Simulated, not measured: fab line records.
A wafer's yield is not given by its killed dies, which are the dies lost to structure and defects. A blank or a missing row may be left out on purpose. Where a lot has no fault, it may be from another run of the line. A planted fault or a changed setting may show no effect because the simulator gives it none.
fab line records	flow sky130
record lots=24	wafers=72	lastDay=50
route steps=708 shown METAL1@440 CAPM@537 VIA3@588 VIA4@641 PASSIVATION@692
lots that met no fault: from a run of the same line without faults
startH: hours from the record's first day to the start of the lot's first wafer shown	waitH: hours elapsed since this lot's preceding step	" the same as in the row above	L1.1+2: one row covering several wafers at once	- either no value or no given start	* or withheld: withheld	< > ~ a bound
route shown NAME@n: NAME is a module with steps in the file, n the number in the route of the first one	usual: the fault-free wafers' mean and standard deviation	same: alike in all rows	chamber/n: place in a boat	sites: each site's reading	_std_site: their standard deviation	_edge_site: mean of outer sites minus mean of inner sites	radiusMm: how far each site lies from the wafer's centre	mask NAME#n: copy n	behind: the tool/chamber that last shaped the wafer	hold: why the lot was held/for how many hours/how that ended	device: transistor that didn't switch, given as n, p or np	end of line: the tests these same wafers got at the end of their route	where a step has no rows: the recipe by itself	killed: the dies lost at the first sort to structure and to defects; this is not the yield of the wafer	map: a wafer's dies, x killed, . not, _ none there
set.NAME: the setting that was run; set.NAME@STEP: the one run at that earlier step	model.NAME: the simulator's own value behind a step, which no gauge read
steps of the route over a sample of lots; a table a step, a row a wafer
services: when a tool's chamber went out of use (startH, in hours from the record's first day, below 0 if earlier), for how many hours, and the reason
## steps
# step SKY_METAL1_THK_MEAS_06
# recipe thkMeasGauge=xrf	reads=AlCu_of_METAL1_SPUTTER_02
# usual METAL1_ALCU_THK=249.0/2.7
lot.wafer	tool	chamber	startH	waitH	METAL1_ALCU_THK[nm]
L074.1	filmMetro-03	-	731.21	0.1	247.6
L074.5	"	-	"	"	249.0
L074.6	"	-	"	"	250.0
L075.3	filmMetro-01	-	741.72	0.1	245.0
L075.5	"	-	"	"	244.2
L075.6	"	-	"	"	244.8
L076.1	filmMetro-01	-	748.39	0.1	255.0
L076.2	"	-	"	"	252.1
L076.4	"	-	"	"	255.6
L078.2	filmMetro-01	-	758.41	0.1	247.8
L078.3	"	-	"	"	247.3
L078.5	"	-	"	"	247.1
L077.1	filmMetro-03	-	759.19	0.1	248.3
L077.4	"	-	"	"	248.5
L077.6	"	-	"	"	250.6
L079.2	filmMetro-03	-	770.91	0.1	251.4
L079.3	"	-	"	"	248.1
L079.5	"	-	"	"	246.8
L080.1	filmMetro-02	-	782.64	0.1	249.7
L080.2	"	-	"	"	248.9
L080.6	"	-	"	"	249.6
L081.4	filmMetro-01	-	790.70	0.1	247.3
L081.5	"	-	"	"	246.2
L081.6	"	-	"	"	247.0
L083.1	filmMetro-03	-	804.05	0.1	248.6
L083.2	"	-	"	"	252.5
L083.4	"	-	"	"	252.8
L082.1	filmMetro-01	-	805.65	0.1	249.3
L082.4	"	-	"	"	248.6
L082.5	"	-	"	"	246.4
L085.2	filmMetro-01	-	816.28	0.1	250.0
L085.4	"	-	"	"	252.6
L085.5	"	-	"	"	247.3
L084.2	filmMetro-01	-	820.54	0.1	247.8
L084.4	"	-	"	"	242.9
L084.5	"	-	"	"	247.2
L086.2	filmMetro-02	-	825.40	0.1	251.8
L086.3	"	-	"	"	250.8
L086.5	"	-	"	"	250.0
L087.1	filmMetro-02	-	835.54	0.1	246.8
L087.4	"	-	"	"	252.3
L087.5	"	-	"	"	248.3
L088.2	filmMetro-01	-	847.83	0.1	250.1
L088.4	"	-	"	"	247.6
L088.5	"	-	"	"	247.8
L089.3	filmMetro-02	-	855.44	0.1	248.4
L089.4	"	-	"	"	248.7
L089.6	"	-	"	"	248.4
L090.3	filmMetro-03	-	860.83	0.1	247.2
L090.5	"	-	"	"	246.9
L090.6	"	-	"	"	247.8
L091.2	filmMetro-01	-	862.75	0.1	242.6
L091.4	"	-	"	"	245.5
L091.6	"	-	"	"	245.5
L092.1	filmMetro-02	-	873.43	0.1	248.7
L092.2	"	-	"	"	250.5
L092.4	"	-	"	"	249.3
L093.2	filmMetro-02	-	884.54	0.1	251.2
L093.4	"	-	"	"	247.9
L093.6	"	-	"	"	249.7
L094.4	filmMetro-03	-	891.82	0.1	250.4
L094.5	"	-	"	"	249.8
L094.6	"	-	"	"	252.2
L095.3	filmMetro-02	-	893.04	0.1	251.0
L095.5	"	-	"	"	249.7
L095.6	"	-	"	"	253.9
L096.3	filmMetro-03	-	900.02	0.1	250.7
L096.4	"	-	"	"	248.8
L096.5	"	-	"	"	243.9
L097.1	filmMetro-02	-	901.92	0.1	248.4
L097.2	"	-	"	"	249.6
L097.6	"	-	"	"	249.2
# step SKY_CAPM_CVD_00
# recipe material=SiO2	targetThkNm=15.5	tempC=400	timeS=withheld	rfW=450
# usual heaterPowerW=679/80
lot.wafer	tool	chamber	startH	waitH	heaterPowerW
L074.1	pecvd-04	0	843.99	0.0	660
L074.5	"	2	"	"	674
L074.6	"	1	"	"	540
L075.3	pecvd-03	1	852.95	0.0	675
L075.5	"	1	"	"	686
L075.6	"	2	"	"	628
L076.1	pecvd-04	0	860.36	0.0	697
L076.2	"	2	"	"	630
L076.4	"	0	"	"	681
L078.2	pecvd-03	2	869.25	0.0	722
L078.3	"	1	"	"	711
L078.5	"	1	"	"	704
L077.1	pecvd-04	2	870.63	0.0	701
L077.4	"	1	"	"	535
L077.6	"	0	"	"	651
L079.2	pecvd-01	2	881.66	0.0	781
L079.3	"	1	"	"	661
L079.5	"	2	"	"	779
L080.1	pecvd-03	1	892.94	0.0	628
L080.2	"	0	"	"	722
L080.6	"	1	"	"	633
L081.4	pecvd-03	2	900.87	0.0	760
L081.5	"	1	"	"	707
L081.6	"	0	"	"	672
L083.1	pecvd-03	1	913.13	0.0	599
L083.2	"	0	"	"	657
L083.4	"	2	"	"	734
L082.1	pecvd-04	0	914.95	0.0	710
L082.4	"	0	"	"	683
L082.5	"	1	"	"	525
L085.2	pecvd-04	2	925.77	0.0	749
L085.4	"	2	"	"	744
L085.5	"	2	"	"	733
L084.2	pecvd-01	2	929.89	0.0	706
L084.4	"	2	"	"	708
L084.5	"	2	"	"	710
L086.2	pecvd-03	1	933.12	0.0	702
L086.3	"	2	"	"	686
L086.5	"	1	"	"	711
L087.1	pecvd-01	2	944.11	0.0	798
L087.4	"	2	"	"	777
L087.5	"	2	"	"	774
L088.2	pecvd-01	2	953.62	0.0	762
L088.4	"	2	"	"	782
L088.5	"	2	"	"	777
L089.3	pecvd-03	1	961.71	0.0	613
L089.4	"	1	"	"	648
L089.6	"	2	"	"	685
L090.3	pecvd-04	0	965.59	0.0	646
L090.5	"	0	"	"	659
L090.6	"	2	"	"	718
L091.2	pecvd-01	1	968.89	0.0	675
L091.4	"	1	"	"	667
L091.6	"	1	"	"	662
L092.1	pecvd-01	2	978.63	0.0	782
L092.2	"	2	"	"	780
L092.4	"	2	"	"	769
L093.2	pecvd-04	1	990.24	0.0	486
L093.4	"	2	"	"	663
L093.6	"	2	"	"	675
L094.4	pecvd-03	0	995.53	0.0	739
L094.5	"	1	"	"	638
L094.6	"	2	"	"	605
L095.3	pecvd-04	2	997.57	0.0	687
L095.5	"	0	"	"	674
L095.6	"	2	"	"	712
L096.3	pecvd-03	2	1003.29	0.0	749
L096.4	"	0	"	"	736
L096.5	"	2	"	"	743
L097.1	pecvd-04	0	1004.88	0.0	699
L097.2	"	2	"	"	650
L097.6	"	0	"	"	692
# step SKY_VIA3_ETCH_15
# recipe target=SiO2	chemistry=C4F8/O2/Ar	targetDepthNm=507	stopOn=TiN	maskMaterial=KrF-thick	sourceW=1500	biasW=1200	pressureMtorr=40	c4f8FlowSccm=withheld	O2_flow_sccm=6	Ar_flow_sccm=300	timeS=78
# usual oesProductAu=0.946/0.005
lot.wafer	tool	chamber	startH	waitH	oesProductAu	rfHoursCounterH
L074.1	rieDiel-04	1	923.09	0.0	0.945	7
L074.5	"	3	"	"	0.944	-
L074.6	"	0	"	"	0.950	-
L075.3	rieDiel-01	1	932.61	0.0	0.949	10
L075.5	"	2	"	"	0.948	-
L075.6	"	3	"	"	0.954	-
L076.1	rieDiel-01	0	938.13	0.0	0.943	12
L076.2	"	2	"	"	0.950	2
L076.4	"	1	"	"	0.955	10
L078.2	rieDiel-04	1	946.48	0.0	0.951	7
L078.3	"	2	"	"	0.943	10
L078.5	"	0	"	"	0.944	-
L077.1	rieDiel-01	2	948.86	0.0	0.943	2
L077.4	"	3	"	"	0.939	14
L077.6	"	2	"	"	0.945	-
L079.2	rieDiel-01	1	959.44	0.0	0.942	11
L079.3	"	0	"	"	0.949	13
L079.5	"	2	"	"	0.934	-
L080.1	rieDiel-02	0	971.33	0.0	0.954	5
L080.2	"	2	"	"	0.947	21
L080.6	"	3	"	"	0.950	-
L081.4	rieDiel-04	1	977.08	0.0	0.946	8
L081.5	"	2	"	"	0.944	-
L081.6	"	3	"	"	0.941	-
L083.1	rieDiel-04	2	988.79	0.0	0.947	11
L083.2	"	0	"	"	0.944	21
L083.4	"	3	"	"	0.942	10
L082.1	rieDiel-01	0	989.36	0.0	0.944	14
L082.4	"	1	"	"	0.945	12
L082.5	"	0	"	"	0.943	-
L085.2	rieDiel-04	1	1000.64	0.0	0.953	9
L085.4	"	2	"	"	0.943	12
L085.5	"	0	"	"	0.942	-
L084.2	rieDiel-01	3	1003.66	0.0	0.948	16
L084.4	"	0	"	"	0.946	15
L084.5	"	2	"	"	0.941	-
L086.2	rieDiel-01	2	1005.56	0.0	0.939	4
L086.3	"	0	"	"	0.946	15
L086.5	"	1	"	"	0.949	-
L087.1	rieDiel-01	2	1016.58	0.0	0.947	5
L087.4	"	0	"	"	0.951	15
L087.5	"	2	"	"	0.948	-
L088.2	rieDiel-04	0	1025.88	0.0	0.951	22
L088.4	"	0	"	"	0.945	-
L088.5	"	1	"	"	0.946	-
L089.3	rieDiel-04	1	1034.71	0.0	0.947	11
L089.4	"	0	"	"	0.949	23
L089.6	"	0	"	"	0.949	-
L090.3	rieDiel-02	2	1035.78	0.0	0.939	23
L090.5	"	1	"	"	0.945	-
L090.6	"	2	"	"	0.946	-
L091.2	rieDiel-04	2	1040.61	0.0	0.951	13
L091.4	"	1	"	"	0.942	11
L091.6	"	1	"	"	0.948	-
L092.1	rieDiel-01	3	1049.31	0.0	0.949	17
L092.2	"	1	"	"	0.940	14
L092.4	"	0	"	"	0.947	16
L093.2	rieDiel-02	2	1059.86	0.0	0.938	24
L093.4	"	3	"	"	0.948	5
L093.6	"	0	"	"	0.947	-
L094.4	rieDiel-04	0	1065.36	0.0	0.941	24
L094.5	"	2	"	"	0.944	-
L094.6	"	1	"	"	0.943	-
L095.3	rieDiel-04	3	1066.73	0.0	0.947	12
L095.5	"	1	"	"	0.944	-
L095.6	"	2	"	"	0.940	-
L096.3	rieDiel-04	2	1072.03	0.0	0.954	14
L096.4	"	2	"	"	0.942	-
L096.5	"	3	"	"	0.943	-
L097.1	rieDiel-02	0	1073.56	0.0	0.945	9
L097.2	"	2	"	"	0.942	24
L097.6	"	2	"	"	0.942	-
# step SKY_VIA4_CMP_02
# recipe material=SiO2	downForcePsi=4	platenRpm=60	padVelocityMS=0.94248
# usual motorCurrentA=12.4/1.3	retainingRingPressureFrac=1.001/0.0048	slurryFilterDpKPa=13.49/0.13
lot.wafer	tool	chamber	startH	waitH	motorCurrentA	retainingRingPressureFrac	slurryFilterDpKPa
L074.1	cmp-02	2	974.55	0.1	14.9	1.000	13.55
L074.6	"	2	"	"	14.9	1.002	13.32
L074.5	"	3	"	"	12.9	0.994	13.61
L075.3	cmp-01	1	984.41	0.1	13.0	0.997	13.39
L075.5	"	3	"	"	11.1	1.000	13.43
L075.6	"	0	"	"	11.9	1.000	13.60
L076.2	cmp-01	1	989.48	0.0	13.0	0.997	13.39
L076.4	"	2	"	"	10.9	0.992	13.59
L076.1	"	3	"	"	11.1	0.999	13.41
L078.2	cmp-01	3	997.42	0.2	11.1	1.002	13.64
L078.3	"	2	"	"	11.5	1.009	13.33
L078.5	"	0	"	"	12.4	0.996	13.47
L077.1	cmp-01	2	1000.78	0.1	11.7	1.001	13.71
L077.4	"	0	"	"	10.9	1.001	13.50
L077.6	"	2	"	"	11.5	0.996	13.68
L079.3	cmp-01	3	1011.02	0.1	10.7	1.001	13.30
L079.2	"	0	"	"	12.0	0.997	13.44
L079.5	"	3	"	"	10.3	1.005	13.47
L080.1	cmp-02	3	1022.51	0.1	13.3	0.998	13.29
L080.2	"	0	"	"	12.9	1.000	13.22
L080.6	"	2	"	"	14.6	1.007	13.42
L081.4	cmp-02	2	1027.37	0.0	15.6	0.992	13.46
L081.5	"	2	"	"	14.7	1.001	13.44
L081.6	"	3	"	"	13.3	1.000	13.43
L083.1	cmp-01	0	1037.98	0.1	11.9	0.989	13.31
L083.4	"	2	"	"	11.7	0.998	13.47
L083.2	"	3	"	"	11.2	1.010	13.51
L082.4	cmp-02	3	1039.02	0.1	13.3	1.002	13.39
L082.1	"	0	"	"	12.6	1.004	13.39
L082.5	"	1	"	"	13.5	1.007	13.45
L085.4	cmp-01	0	1050.28	0.1	12.2	1.001	13.66
L085.2	"	1	"	"	12.4	0.996	13.58
L085.5	"	0	"	"	11.8	0.998	13.42
L084.2	cmp-02	3	1053.03	0.0	12.7	0.998	13.58
L084.4	"	1	"	"	14.2	0.998	13.43
L084.5	"	0	"	"	12.3	1.005	13.36
L086.2	cmp-01	3	1054.01	0.1	11.1	1.001	13.66
L086.3	"	1	"	"	12.3	1.001	13.48
L086.5	"	2	"	"	11.5	1.005	13.32
L087.4	cmp-02	0	1064.15	0.1	12.4	0.998	13.61
L087.1	"	1	"	"	13.8	0.994	13.46
L087.5	"	0	"	"	12.2	0.994	13.72
L088.4	cmp-01	0	1073.18	0.1	11.1	0.993	13.54
L088.2	"	2	"	"	11.9	1.007	13.35
L088.5	"	0	"	"	11.8	0.999	13.42
L089.3	cmp-01	2	1081.59	0.0	11.3	1.006	13.58
L089.4	"	0	"	"	11.1	1.002	13.55
L089.6	"	3	"	"	11.2	1.003	13.48
L090.3	cmp-02	2	1082.86	0.2	14.7	0.999	13.47
L090.5	"	3	"	"	12.7	0.999	13.49
L090.6	"	0	"	"	12.9	0.994	13.42
L091.2	cmp-02	1	1086.86	0.1	14.1	1.002	13.47
L091.4	"	2	"	"	13.6	1.006	13.56
L091.6	"	1	"	"	13.7	0.998	13.49
L092.4	cmp-02	2	1095.13	0.4	14.7	0.996	13.49
L092.1	"	3	"	"	13.2	1.002	13.39
L092.2	"	0	"	"	12.3	1.002	13.54
L093.2	cmp-01	2	1104.39	0.6	11.3	1.007	13.59
L093.4	"	0	"	"	11.2	1.003	13.60
L093.6	"	2	"	"	11.1	1.005	13.28
L094.4	cmp-01	2	1109.23	0.2	11.7	0.999	13.66
L094.6	"	3	"	"	11.0	0.997	13.40
L094.5	"	0	"	"	11.5	1.000	13.33
L095.3	cmp-01	2	1112.07	0.1	11.4	0.990	13.37
L095.5	"	1	"	"	12.8	0.998	13.92
L095.6	"	2	"	"	11.7	0.996	13.42
L096.4	cmp-01	1	1115.48	0.1	12.4	1.002	13.30
L096.3	"	3	"	"	10.4	1.000	13.52
L096.5	"	0	"	"	11.2	1.000	13.38
L097.2	cmp-02	1	1117.12	0.1	14.2	0.999	13.53
L097.1	"	3	"	"	13.1	1.007	13.61
L097.6	"	1	"	"	13.5	0.992	13.54
# step SKY_VIA4_CMP_21
# recipe stopOn=SiO2	tOverpolishS=25	downForcePsi=3.5	platenRpm=60	targetThkNm=0	padVelocityMS=0.94248
# usual motorCurrentA=11.5/1.1	overpolishRunS=25.001/0.0095	retainingRingPressureFrac=0.999/0.0053	slurryFilterDpKPa=13.49/0.13	timeToEndpointS=124/4.1
lot.wafer	tool	chamber	startH	waitH	motorCurrentA	overpolishRunS	retainingRingPressureFrac	slurryFilterDpKPa	timeToEndpointS
L074.1	cmp-02	3	999.73	0.2	11.9	24.990	0.999	13.39	126
L074.6	"	0	"	"	10.9	24.985	1.001	13.51	121
L074.5	"	1	"	"	13.6	24.988	0.994	13.52	125
L075.3	cmp-01	3	1008.92	0.1	10.0	25.006	1.012	13.40	124
L075.6	"	1	"	"	11.7	25.020	1.006	13.65	123
L075.5	"	2	"	"	10.6	24.999	1.007	13.50	126
L076.4	cmp-02	3	1013.30	0.0	11.9	24.991	1.002	13.63	124
L076.1	"	0	"	"	12.0	24.997	1.007	13.38	125
L076.2	"	2	"	"	13.9	24.986	0.993	13.45	123
L078.2	cmp-01	2	1021.97	0.0	10.4	25.006	0.993	13.62	133
L078.3	"	0	"	"	10.3	24.992	0.995	13.55	122
L078.5	"	3	"	"	10.4	25.006	0.990	13.28	133
L077.1	cmp-01	0	1025.28	0.1	11.3	24.988	1.000	13.62	125
L077.4	"	2	"	"	10.5	24.990	1.000	13.48	130
L077.6	"	0	"	"	11.1	25.002	0.993	13.29	124
L079.3	cmp-01	0	1034.86	0.1	10.3	25.023	0.991	13.50	118
L079.2	"	1	"	"	11.5	25.005	0.997	13.51	125
L079.5	"	3	"	"	9.9	24.993	0.989	13.37	127
L080.1	cmp-01	3	1045.83	0.1	10.5	24.995	1.011	13.75	126
L080.2	"	1	"	"	11.4	24.993	0.997	13.55	118
L080.6	"	3	"	"	9.8	24.991	1.007	13.56	117
L081.4	cmp-01	1	1050.97	0.1	11.5	25.005	0.999	13.21	125
L081.5	"	0	"	"	10.6	24.988	0.993	13.52	117
L081.6	"	1	"	"	11.2	25.009	1.005	13.37	121
L083.4	cmp-02	1	1060.60	0.0	13.2	25.008	1.001	13.49	123
L083.1	"	2	"	"	13.4	25.019	1.006	13.47	118
L083.2	"	0	"	"	11.8	24.995	1.000	13.57	121
L082.1	cmp-02	2	1061.33	0.1	13.2	24.997	0.998	13.40	127
L082.4	"	3	"	"	11.7	25.013	1.001	13.50	124
L082.5	"	3	"	"	11.2	25.017	0.996	13.45	125
L085.2	cmp-02	3	1073.81	0.2	12.3	25.004	0.997	13.64	127
L085.4	"	1	"	"	12.1	25.011	0.994	13.25	120
L085.5	"	2	"	"	13.4	24.994	0.990	13.51	125
L084.4	cmp-01	2	1075.68	0.0	10.4	25.001	0.998	13.57	127
L084.2	"	0	"	"	10.4	24.988	0.994	13.51	123
L084.5	"	2	"	"	10.5	25.010	1.005	13.60	127
L086.2	cmp-02	2	1076.59	0.0	13.4	25.024	1.004	13.34	116
L086.3	"	1	"	"	12.5	24.990	0.990	13.45	120
L086.5	"	2	"	"	13.2	25.000	1.009	13.58	118
L087.4	cmp-02	0	1085.63	0.0	11.4	24.997	0.993	13.44	118
L087.1	"	2	"	"	13.0	25.016	0.994	13.41	118
L087.5	"	0	"	"	11.6	25.001	0.991	13.58	123
L088.4	cmp-02	2	1094.83	0.2	13.5	25.001	0.995	13.38	124
L088.2	"	3	"	"	11.7	25.000	1.007	13.60	121
L088.5	"	3	"	"	11.9	25.010	0.999	13.55	131
L089.4	cmp-01	3	1103.13	0.2	10.2	24.997	1.005	13.34	122
L089.3	"	0	"	"	10.4	24.993	0.996	13.56	120
L089.6	"	3	"	"	9.8	24.978	1.004	13.46	126
L090.3	cmp-02	0	1104.75	0.6	11.6	25.012	0.994	13.44	126
L090.5	"	3	"	"	12.3	24.998	0.997	13.67	133
L090.6	"	0	"	"	11.6	25.009	1.002	13.54	126
L091.4	cmp-02	1	1108.36	0.1	13.1	24.994	0.997	13.50	122
L091.2	"	2	"	"	13.3	25.007	1.001	13.43	124
L091.6	"	3	"	"	12.2	25.005	1.002	13.91	123
L092.4	cmp-02	1	1116.01	0.2	13.2	24.995	0.995	13.43	121
L092.1	"	2	"	"	13.6	24.998	1.006	13.48	127
L092.2	"	3	"	"	11.8	24.998	0.983	13.45	127
L093.4	cmp-01	3	1124.91	0.0	10.1	25.014	0.998	13.55	126
L093.2	"	2	"	"	10.5	24.990	1.007	13.64	126
L093.6	"	0	"	"	10.4	25.008	1.000	13.38	119
L094.4	cmp-01	0	1129.56	0.1	10.8	24.993	0.996	13.34	122
L094.6	"	0	"	"	10.3	25.006	0.992	13.63	121
L094.5	"	1	"	"	11.5	25.001	0.999	13.48	124
L095.3	cmp-01	2	1132.57	0.1	10.1	24.998	0.991	13.49	124
L095.6	"	1	"	"	11.5	25.007	0.996	13.51	122
L095.5	"	2	"	"	10.0	25.016	0.989	13.52	122
L096.3	cmp-01	2	1135.74	0.1	10.4	25.006	0.994	13.66	123
L096.4	"	3	"	"	10.0	24.991	1.006	13.71	128
L096.5	"	0	"	"	10.5	25.014	1.001	13.52	121
L097.1	cmp-01	0	1137.49	0.1	10.5	25.011	0.992	13.49	118
L097.2	"	1	"	"	12.2	25.011	0.993	13.29	121
L097.6	"	3	"	"	10.1	25.018	1.010	13.26	123
# step SKY_PASSIVATION_ETCH_11
# recipe chemistry=CF4/O2	targetDepthNm=725	stopOn=AlCu	sourceW=800	biasW=150	pressureMtorr=150	cf4FlowSccm=80	O2_flow_sccm=10	timeS=161.1
# usual drypumpMotorCurrentA=5.8/0.5	oesProductAu=0.978/0.0063	throttleValvePct=5.964/0.0097
lot.wafer	tool	chamber	startH	waitH	drypumpMotorCurrentA	oesProductAu	rfHoursCounterH	throttleValvePct
L074.1	rieDiel-01	0	1045.90	-	5.3	0.985	16	5.950
L074.5	"	2	"	"	5.9	0.981	-	5.959
L074.6	"	3	"	"	5.0	0.984	-	5.952
L075.3	rieDiel-02	0	1055.03	-	6.1	0.987	8	5.965
L075.5	"	1	"	"	5.9	0.985	-	5.959
L075.6	"	0	"	"	6.1	0.989	-	5.971
L076.1	rieDiel-01	3	1058.58	-	5.0	0.977	17	5.967
L076.2	"	1	"	"	6.1	0.974	15	5.969
L076.4	"	2	"	"	5.9	0.992	6	5.963
L078.2	rieDiel-03	2	1067.85	-	6.0	0.974	6	5.970
L078.3	"	0	"	"	5.3	0.975	15	5.958
L078.5	"	2	"	"	6.1	0.979	-	5.962
L077.1	rieDiel-02	3	1070.30	-	6.3	0.972	6	5.953
L077.4	"	1	"	"	5.9	0.975	25	5.955
L077.6	"	1	"	"	5.9	0.968	-	5.949
L079.2	rieDiel-03	3	1079.66	-	5.1	0.965	10	5.967
L079.3	"	0	"	"	5.3	0.975	16	5.954
L079.5	"	2	"	"	6.0	0.977	-	5.969
L080.1	rieDiel-03	2	1090.11	-	6.0	0.966	7	5.960
L080.2	"	1	"	"	5.6	0.972	20	5.961
L080.6	"	0	"	"	5.3	0.982	-	5.968
L081.4	rieDiel-01	3	1094.26	-	5.0	0.980	-	5.968
L081.5	"	0	"	"	5.3	0.982	-	5.964
L081.6	"	1	"	"	6.2	0.981	-	5.971
L083.1	rieDiel-01	0	1103.28	-	5.4	0.981	18	5.962
L083.2	"	3	"	"	5.0	0.980	19	5.970
L083.4	"	2	"	"	5.8	0.987	8	5.967
L082.1	rieDiel-02	2	1103.63	-	6.7	0.971	25	5.958
L082.4	"	0	"	"	6.1	0.977	10	5.966
L082.5	"	0	"	"	6.1	0.978	-	5.975
L085.2	rieDiel-02	2	1115.71	-	6.7	0.975	26	5.972
L085.4	"	3	"	"	6.4	0.988	7	5.973
L085.5	"	3	"	"	6.4	0.987	-	5.963
L084.2	rieDiel-01	2	1117.55	-	5.9	0.975	8	5.974
L084.4	"	3	"	"	5.0	0.980	20	5.965
L084.5	"	2	"	"	5.8	0.976	-	5.960
L086.2	rieDiel-03	3	1117.58	-	5.1	0.977	12	5.967
L086.3	"	1	"	"	5.6	0.975	21	5.966
L086.5	"	0	"	"	5.3	0.983	-	5.980
L087.1	rieDiel-01	1	1126.26	-	6.2	0.968	17	5.955
L087.4	"	0	"	"	5.3	0.982	19	5.973
L087.5	"	0	"	"	5.3	0.977	-	5.974
L088.2	rieDiel-02	3	1134.63	-	6.4	0.977	8	5.966
L088.4	"	0	"	"	6.1	0.989	-	5.966
L088.5	"	2	"	"	6.7	0.979	-	5.978
L089.3	rieDiel-01	2	1143.01	-	5.9	0.982	9	5.967
L089.4	"	0	"	"	5.4	0.976	19	5.975
L089.6	"	1	"	"	6.2	0.986	-	5.953
L090.3	rieDiel-01	2	1144.26	-	5.9	0.984	9	5.986
L090.5	"	1	"	"	6.1	0.983	-	5.969
L090.6	"	0	"	"	5.3	0.991	-	5.954
L091.2	rieDiel-02	3	1146.86	-	6.3	0.979	9	5.975
L091.4	"	1	"	"	5.9	0.992	27	5.962
L091.6	"	0	"	"	6.1	0.977	-	5.955
L092.1	rieDiel-03	0	1154.31	-	5.3	0.968	18	5.972
L092.2	"	2	"	"	6.0	0.967	10	5.972
L092.4	"	2	"	"	6.0	0.976	-	5.962
L093.2	rieDiel-03	3	1162.96	-	5.0	0.981	14	5.959
L093.4	"	1	"	"	5.6	0.981	22	5.968
L093.6	"	0	"	"	5.3	0.976	-	5.983
L094.4	rieDiel-01	2	1165.56	-	5.9	0.986	10	5.955
L094.5	"	0	"	"	5.3	0.977	-	5.971
L094.6	"	3	"	"	5.0	0.987	-	5.982
L095.3	rieDiel-02	3	1168.56	-	6.3	0.979	9	5.963
L095.5	"	2	"	"	6.7	0.980	-	5.969
L095.6	"	1	"	"	5.9	0.975	-	5.957
L096.3	rieDiel-02	1	1171.91	-	5.9	0.980	27	5.972
L096.4	"	2	"	"	6.7	0.988	28	5.951
L096.5	"	0	"	"	6.1	0.978	-	5.967
L097.1	rieDiel-01	3	1172.61	-	5.0	0.961	22	5.971
L097.2	"	1	"	"	6.2	0.980	19	5.978
L097.6	"	0	"	"	5.4	0.985	-	5.965
## services
tool	chamber	startH	hours	kind
cmp-02	-	828.03	1.5	repair
cmp-02	-	830.16	1.5	repair
rieDiel-01	2	840.47	2.7	repair
cmp-02	-	855.67	2.2	repair
cmp-02	-	912.41	4.0	pm
cmp-02	-	945.23	3.7	pm
cmp-02	-	954.14	6.5	repair
cmp-01	-	954.66	1.8	repair
cmp-01	-	958.16	0.6	repair
cmp-01	-	961.64	1.5	repair
cmp-01	-	969.74	2.0	repair
cmp-01	-	971.85	3.7	pm
cmp-02	-	988.21	5.0	repair
cmp-02	-	995.96	1.7	repair
cmp-02	-	1019.30	1.9	repair
rieDiel-01	1	1040.73	4.4	repair
cmp-01	-	1082.20	2.1	repair
cmp-01	-	1084.30	4.0	pm
cmp-01	-	1090.76	5.9	pm
cmp-02	-	1096.77	0.6	repair
cmp-01	-	1115.78	1.8	repair
cmp-01	-	1116.13	3.9	repair
cmp-01	-	1145.33	2.0	repair
cmp-02	-	1150.18	9.8	pm
## key
fault none
